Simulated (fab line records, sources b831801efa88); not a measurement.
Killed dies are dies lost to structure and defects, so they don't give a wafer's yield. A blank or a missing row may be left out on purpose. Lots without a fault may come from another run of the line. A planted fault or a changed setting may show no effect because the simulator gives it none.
Which tool did it? | flow sky130 | 11 lots, 33 wafers sampled, at 2 steps of a route of 708

WHAT THE GAUGES READ, wafer by wafer
SKY_PASSIVATION_THK_MEAS_01.
lot  | measured     | on            | PASSIVATION_CVD_00_THK (nm)
L297 | day 43 15:22 | film_metro-01 | 88.1 89.6 89.4
L299 | day 44 04:31 | film_metro-03 | 88.0 88.2 88.5
L303 | day 45 12:49 | film_metro-01 | 90.1 88.9 91.0
L305 | day 46 03:00 | film_metro-01 | 89.7 91.7 90.7
L308 | day 46 15:38 | film_metro-01 | 91.4 91.0 90.9
L307 | day 46 17:18 | film_metro-04 | 89.8 91.6 91.9
L312 | day 47 19:47 | film_metro-01 | 89.3 90.8 91.2
L313 | day 47 21:10 | film_metro-04 | 90.1 89.4 89.8
L314 | day 48 00:41 | film_metro-04 | 90.0 90.0 92.1
L316 | day 48 17:10 | film_metro-01 | 90.1 91.7 90.9
L319 | day 49 02:44 | film_metro-04 | 89.4 90.1 90.1

WHICH TOOL RAN EACH LOT (tool, then ch and the chambers of the sampled wafers, then the start)
lot  | SKY_METAL5_DESCUM_14
L297 | rie_metal-01 ch 0,1, day 43 14:28
L299 | rie_metal-01 ch 0,1, day 44 03:37
L303 | rie_metal-02 ch 0,1, day 45 11:56
L305 | rie_metal-03 ch 0,1, day 46 02:07
L308 | rie_metal-02 ch 0,1, day 46 14:44
L307 | rie_metal-02 ch 0,1, day 46 16:22
L312 | rie_metal-01 ch 0,1, day 47 18:51
L313 | rie_metal-03 ch 0, day 47 19:58
L314 | rie_metal-02 ch 0,1, day 47 23:44
L316 | rie_metal-02 ch 1, day 48 16:17
L319 | rie_metal-02 ch 0,1, day 49 01:50
- SKY_METAL5_DESCUM_14: chemistry O2, time 11 s.

THE ANSWER, worked out from the rows above alone
Rule: what is usual is taken from the lots themselves. Put in order of their means at a reading, lots are off if they are a third of the lots or fewer, leave a main group of 4 or more, and stand apart from it by a gap of 3 or more times the standard deviation of the main group's means; of several such gaps the widest counts. A main group whose means are all the same, to the digits that the tables above print for the reading, isn't used. A lot without any number at a reading at which 4 lots or more have one is off too. The other lots that the step has rows for count as sound.
No lot is off at any reading shown: from this, nothing can be told.

WHAT THE SIMULATOR HAD PUT IN
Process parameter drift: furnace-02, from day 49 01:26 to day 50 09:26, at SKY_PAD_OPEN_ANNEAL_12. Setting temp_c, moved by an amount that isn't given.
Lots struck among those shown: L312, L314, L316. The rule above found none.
